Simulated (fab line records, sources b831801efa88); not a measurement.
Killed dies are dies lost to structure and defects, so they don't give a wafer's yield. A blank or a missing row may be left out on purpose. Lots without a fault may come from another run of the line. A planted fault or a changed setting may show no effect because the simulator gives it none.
Which tool did it? | flow gf180mcu | 12 lots, 36 wafers sampled, at 6 steps of a route of 602

WHAT THE GAUGES READ, wafer by wafer
GF_CONTACT_THK_MEAS_26: measures by xrf. Usual: CONTACT_W_THK 310 nm, standard deviation 4.2.
lot  | measured     | on            | CONTACT_W_THK (nm) | flag
L451 | day 17 18:46 | film_metro-03 | 311 306 311        |
L454 | day 18 21:10 | film_metro-03 | 307 306 302        |
L456 | day 19 16:20 | film_metro-03 | 306 306 305        |
L458 | day 20 10:20 | film_metro-02 | 314 312 310        |
L460 | day 21 08:25 | film_metro-02 | 313 313 315        |
L461 | day 21 20:56 | film_metro-03 | 313 313 311        |
L462 | day 22 01:31 | film_metro-03 | 312 310 313        |
L463 | day 22 18:15 | film_metro-02 | 317 314 313        |
L464 | day 22 23:47 | film_metro-02 | 310 310 308        |
L465 | day 23 11:14 | film_metro-01 | 313 309 310        |
L466 | day 23 13:56 | film_metro-03 | 307 308 315        |
L468 | day 23 23:15 | film_metro-02 | 308 307 303        |

GF_M1_RS_MEAS_05: measures by four-point-probe. Usual: M1_ALCU_RS 0.0691 ohm/sq, standard deviation 0.00089.
lot  | measured     | on            | M1_ALCU_RS (ohm/sq)  | flag
L451 | day 17 19:22 | film_metro-04 | 0.0685 0.0691 0.0696 |
L454 | day 18 21:46 | film_metro-02 | 0.0693 0.0695 0.0696 |
L456 | day 19 16:56 | film_metro-04 | 0.0691 0.0693 0.0687 |
L458 | day 20 10:55 | film_metro-03 | 0.0683 0.0683 0.0677 |
L460 | day 21 09:00 | film_metro-02 | 0.0688 0.0679 0.0684 |
L461 | day 21 21:31 | film_metro-02 | 0.0681 0.0678 0.0689 |
L462 | day 22 02:07 | film_metro-04 | 0.0696 0.0696 0.0686 |
L463 | day 22 18:50 | film_metro-04 | 0.0696 0.0691 0.0690 |
L464 | day 23 00:23 | film_metro-04 | 0.0677 0.0683 0.0677 |
L465 | day 23 11:49 | film_metro-04 | 0.0701 0.0698 0.0704 |
L466 | day 23 14:31 | film_metro-04 | 0.0720 0.0699 0.0706 |
L468 | day 23 23:51 | film_metro-04 | 0.0688 0.0691 0.0689 |

GF_V1_THK_MEAS_01. Usual: V1_CVD_00_THK 603 nm, standard deviation 6.9.
lot  | measured     | on            | V1_CVD_00_THK (nm) | flag
L451 | day 18 20:05 | film_metro-03 | 605 607 597        |
L454 | day 19 23:19 | film_metro-03 | 589 594 600        |
L456 | day 20 17:56 | film_metro-04 | 1217 1200 1203     | OFF
L458 | day 21 11:56 | film_metro-01 | 1207 1199 1222     | OFF
L460 | day 22 09:20 | film_metro-04 | 596 590 594        |
L461 | day 22 21:13 | film_metro-03 | 598 593 598        |
L462 | day 23 01:35 | film_metro-04 | 602 610 596        |
L463 | day 23 18:10 | film_metro-04 | 602 602 609        |
L464 | day 23 23:38 | film_metro-03 | 614 614 608        |
L465 | day 24 10:32 | film_metro-03 | 601 599 604        |
L466 | day 24 13:47 | film_metro-03 | 602 605 603        |
L468 | day 24 23:10 | film_metro-04 | 596 605 604        |

GF_V1_BOW_MEAS_05. Usual: V1_BOW 82 um, standard deviation 7.8.
lot  | measured     | on            | V1_BOW (um) | flag
L451 | day 18 20:50 | film_metro-03 | 75 80 82    |
L454 | day 19 23:49 | film_metro-04 | 91 78 79    |
L456 | day 20 18:26 | film_metro-01 | 118 120 117 | OFF
L458 | day 21 12:25 | film_metro-01 | 117 112 118 | OFF
L460 | day 22 09:50 | film_metro-03 | 83 81 74    |
L461 | day 22 21:57 | film_metro-04 | 82 85 76    |
L462 | day 23 02:06 | film_metro-04 | 91 95 81    |
L463 | day 23 18:40 | film_metro-01 | 75 82 86    |
L464 | day 24 00:09 | film_metro-03 | 86 94 79    |
L465 | day 24 11:01 | film_metro-04 | 88 78 90    |
L466 | day 24 14:17 | film_metro-03 | 72 78 71    |
L468 | day 24 23:41 | film_metro-04 | 94 86 80    |

WHICH TOOL RAN EACH LOT (tool, then ch and the chambers of the sampled wafers, then the start)
lot  | GF_M1_SPUTTER_01             | GF_V1_CVD_00
L451 | pvd_sputter-01, day 17 19:12 | hdpcvd-01 ch 0,1, day 18 20:00
L454 | pvd_sputter-01, day 18 21:37 | hdpcvd-02 ch 0,2, day 19 23:14
L456 | pvd_sputter-04, day 19 16:47 | hdpcvd-01 ch 0,1, day 20 17:37
L458 | pvd_sputter-03, day 20 10:48 | hdpcvd-01 ch 1,2, day 21 11:33
L460 | pvd_sputter-01, day 21 08:53 | hdpcvd-02 ch 0,2, day 22 09:16
L461 | pvd_sputter-03, day 21 21:24 | hdpcvd-02 ch 1,2, day 22 21:08
L462 | pvd_sputter-04, day 22 01:58 | hdpcvd-02 ch 0,2, day 23 01:30
L463 | pvd_sputter-04, day 22 18:43 | hdpcvd-01 ch 0,2, day 23 18:06
L464 | pvd_sputter-03, day 23 00:13 | hdpcvd-01 ch 0,1,2, day 23 23:34
L465 | pvd_sputter-01, day 23 11:42 | hdpcvd-02 ch 0,1,2, day 24 10:28
L466 | pvd_sputter-04, day 23 14:24 | hdpcvd-01 ch 0,1,2, day 24 13:43
L468 | pvd_sputter-01, day 23 23:41 | hdpcvd-02 ch 0,1,2, day 24 23:05
- GF_M1_SPUTTER_01: material TiN, target thk 30 nm, time 25 s.
- GF_V1_CVD_00: deposits SiO2, target thk 600 nm, time 100 s.

WHAT THE TOOLS THEMSELVES READ (means of the sampled wafers that have a number; where no wafer has one, the mark that the record gives instead)
GF_M1_SPUTTER_01. Usual: throttle_valve_pct 30.1 %, standard deviation 0.82.
lot  | tool           | throttle_valve_pct (%) | flag
L451 | pvd_sputter-01 | 30.2                   |
L454 | pvd_sputter-01 | 30.4                   |
L456 | pvd_sputter-04 | 30.6                   |
L458 | pvd_sputter-03 | 30.1                   |
L460 | pvd_sputter-01 | 30.4                   |
L461 | pvd_sputter-03 | 29.8                   |
L462 | pvd_sputter-04 | 29.8                   |
L463 | pvd_sputter-04 | 30.4                   |
L464 | pvd_sputter-03 | 29.5                   |
L465 | pvd_sputter-01 | 30.4                   |
L466 | pvd_sputter-04 | 29.9                   |
L468 | pvd_sputter-01 | 30.5                   |

THE ANSWER, worked out from the rows above alone
Rule: a lot is off if the mean of its wafers that have a number lies more than 3 standard deviations from the usual mean. A lot without any number at a reading at which 4 lots or more have one is off too. The other lots that the step has rows for count as sound. The gauges are gone through in route order, then the tools' own readings, and for those a lot's mean is taken as printed above. The first step at which some lot is off is used, and at that step the reading that is off furthest; a lot without a number counts as furthest.
Off: L456, L458, at GF_V1_THK_MEAS_01 (V1_CVD_00_THK).
A tool fits if, at a process step before that reading, it ran every lot that is off, and no sound lot after the first of them. The gauges at GF_V1_THK_MEAS_01 are tried like those tools. None of those tried fits.

WHAT THE SIMULATOR HAD PUT IN
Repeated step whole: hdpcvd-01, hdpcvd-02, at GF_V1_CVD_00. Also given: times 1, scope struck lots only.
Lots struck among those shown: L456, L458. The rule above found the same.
